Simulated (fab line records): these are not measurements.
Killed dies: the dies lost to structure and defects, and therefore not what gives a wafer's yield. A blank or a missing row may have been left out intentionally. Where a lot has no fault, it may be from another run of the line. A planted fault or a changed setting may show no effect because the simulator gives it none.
Which of the tools did it?	flow gf180mcu	Sampling: 13 lots, 38 wafers, 3 of 602 route steps

WHAT EACH GAUGE READ, for each wafer
GF_VT_IMPLANT_TW_MEAS_43.
lot	measured	on	VT_IMPLANT_4_TW
L741	day 7 12:40	film metro-04	691 685 687
L743	day 8 02:06	film metro-03	682 688 684
L744	day 8 07:14	film metro-04	689 689 689
L746	day 8 23:15	film metro-01	699 701 696
L748	day 9 11:12	film metro-01	703 700 697
L749	day 9 19:00	film metro-04	695 691 691
L750	day 10 00:46	film metro-03	680 679 680
L754	day 11 05:18	film metro-03	681 677 678
L757	day 12 01:54	film metro-04	694 695 691
L759	day 12 12:57	film metro-04	606 696 695
L760	day 12 20:26	film metro-03	598 683
L763	day 13 18:13	film metro-01	701 701 705
L764	day 13 21:52	film metro-04	691 694 694

GF_VT_IMPLANT_RS_MEAS_48: measures by four-point-probe.
lot	measured	on	LVPWELL_RS (ohm/sq)
L741	day 7 13:08	film metro-03	1199.1 1191.1 1198.2
L743	day 8 02:33	film metro-04	1202.6 1204.7 1205.8
L744	day 8 07:41	film metro-03	1197.0 1199.1 1201.0
L746	day 8 23:42	film metro-03	1195.2 1199.2 1198.0
L748	day 9 11:40	film metro-03	1200.3 1196.9 1199.3
L749	day 9 19:28	film metro-02	1195.8 1197.5 1197.5
L750	day 10 01:14	film metro-03	1198.9 1193.6 1193.9
L754	day 11 05:45	film metro-02	1195.1 1193.9 1193.2
L757	day 12 02:22	film metro-03	1192.5 1199.2 1195.0
L759	day 12 13:24	film metro-02	1192.2 1195.0 1201.5
L760	day 12 20:54	film metro-04	1198.4 1196.9
L763	day 13 18:42	film metro-04	1198.0 1201.1 1198.5
L764	day 13 22:25	film metro-04	1201.3 1200.8 1201.9

TOOL THAT RAN EACH LOT (tool first, then ch and the chambers of the sampled wafers, then the start)
lot	GF_VT_IMPLANT_IMPLANT_41
L741	implanter-01 ch 0, day 7 12:26
L743	implanter-02 ch 0, day 8 01:51
L744	implanter-03 ch 0, day 8 06:59
L746	implanter-02 ch 0, day 8 23:00
L748	implanter-03 ch 0, day 9 10:57
L749	implanter-02 ch 0, day 9 18:45
L750	implanter-01 ch 0, day 10 00:33
L754	implanter-02 ch 0, day 11 05:03
L757	implanter-02 ch 0, day 12 01:40
L759	implanter-02 ch 0, day 12 12:42
L760	implanter-02 ch 0, day 12 20:11
L763	implanter-01 ch 0, day 13 18:01
L764	implanter-03 ch 0, day 13 21:37
- GF_VT_IMPLANT_IMPLANT_41

AS READ BY THE TOOLS THEMSELVES (means over the sampled wafers that have a number; for cases with no such wafer, the mark the record gives instead)
GF_VT_IMPLANT_IMPLANT_41.
lot	tool	beam energy keV
L741	implanter-01	69.993
L743	implanter-02	69.992
L744	implanter-03	69.969
L746	implanter-02	70.015
L748	implanter-03	69.970
L749	implanter-02	70.017
L750	implanter-01	69.998
L754	implanter-02	70.028
L757	implanter-02	69.984
L759	implanter-02	69.988
L760	implanter-02	69.996
L763	implanter-01	69.994
L764	implanter-03	70.007

THE ANSWER, worked out from the rows above alone
Rule: the usual values come from the lots themselves. The widest of any qualifying gaps counts: lots, ordered by their means at a reading, are off when they make up no more than a third of the lots, leave a main group of 4 or more, and stand apart from it by 3 or more times the standard deviation of that group's means. A main group is skipped when, at the precision printed for the reading in the tables above, its means are all equal. A lot without any number at a reading at which 4 lots or more have one is off too. The other lots that the step has rows for count as sound. First the gauges in route order, then the tools' own readings, where a lot's mean is used as printed above. At the first step where some lot is off, the reading lying furthest off is the one used; lots without a number count as furthest.
Nothing can be told from this: no lot is off at any reading shown.

WHAT WAS PUT IN BY THE SIMULATOR
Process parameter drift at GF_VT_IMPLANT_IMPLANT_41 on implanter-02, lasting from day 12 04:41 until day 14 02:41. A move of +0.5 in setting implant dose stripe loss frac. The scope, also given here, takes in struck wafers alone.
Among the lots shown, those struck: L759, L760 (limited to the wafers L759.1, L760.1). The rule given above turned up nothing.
